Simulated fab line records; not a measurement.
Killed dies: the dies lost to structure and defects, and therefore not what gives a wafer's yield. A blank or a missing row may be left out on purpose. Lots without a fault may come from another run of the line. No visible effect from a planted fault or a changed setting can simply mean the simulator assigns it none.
Chamber matching + flow gf180mcu + 4 sister chambers for GF_M5_ETCH_09 on rieDiel-02
The step etches Si3N4 in CF4/O2, target depth 52 nm, time 11.6 s. 4 wafers are shown with their chamber, then 9 later ones without.

== WAFERS, EACH WITH ITS CHAMBER ==
| wafer  | chamber | drypumpMotorCurrentA (A) |
|--------|---------|--------------------------|
| L379.4 | 3       | 5.9                      |
| L383.6 | 2       | 4.8                      |
| L386.4 | 1       | 5.6                      |
| L386.6 | 0       | 5.8                      |

== WAFERS MISSING THEIR CHAMBER ==
| wafer  | drypumpMotorCurrentA (A) |
|--------|--------------------------|
| L387.1 | 5.9                      |
| L387.2 | 4.8                      |
| L387.4 | 5.6                      |
| L388.3 | 5.8                      |
| L388.4 | 4.9                      |
| L388.6 | 5.9                      |
| L389.1 | 5.9                      |
| L389.3 | 5.9                      |
| L389.4 | 4.8                      |

== EACH ONE'S CHAMBER ==
| wafer  | from the rows above | in truth                   |
|--------|---------------------|----------------------------|
| L387.1 | 3                   | 3                          |
| L387.2 | 2                   | 2                          |
| L387.4 | 1                   | 1                          |
| L388.3 | 0                   | 0                          |
| L388.4 | 2                   | 2                          |
| L388.6 | 3                   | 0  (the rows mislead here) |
| L389.1 | 3                   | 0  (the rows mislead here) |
| L389.3 | 3                   | 3                          |
| L389.4 | 2                   | 2                          |
Placed correctly: 7 of 9. Not placeable from these rows: 0. Placed wrongly: 2.
How it was worked out, from the rows above alone: a wafer's distance from a chamber is the root of the sum, over the readings, of the square of ((its reading less the chamber's mean) divided by the reading's scatter). The wafer belongs to the nearest chamber; if the next one is less than 2 further off, it can't be placed. For every chamber, the mean is computed from those of its wafers that are shown. The scatter: with one shown wafer a chamber, the root of the mean of the squares of how far each hidden wafer lies from its nearest shown one.
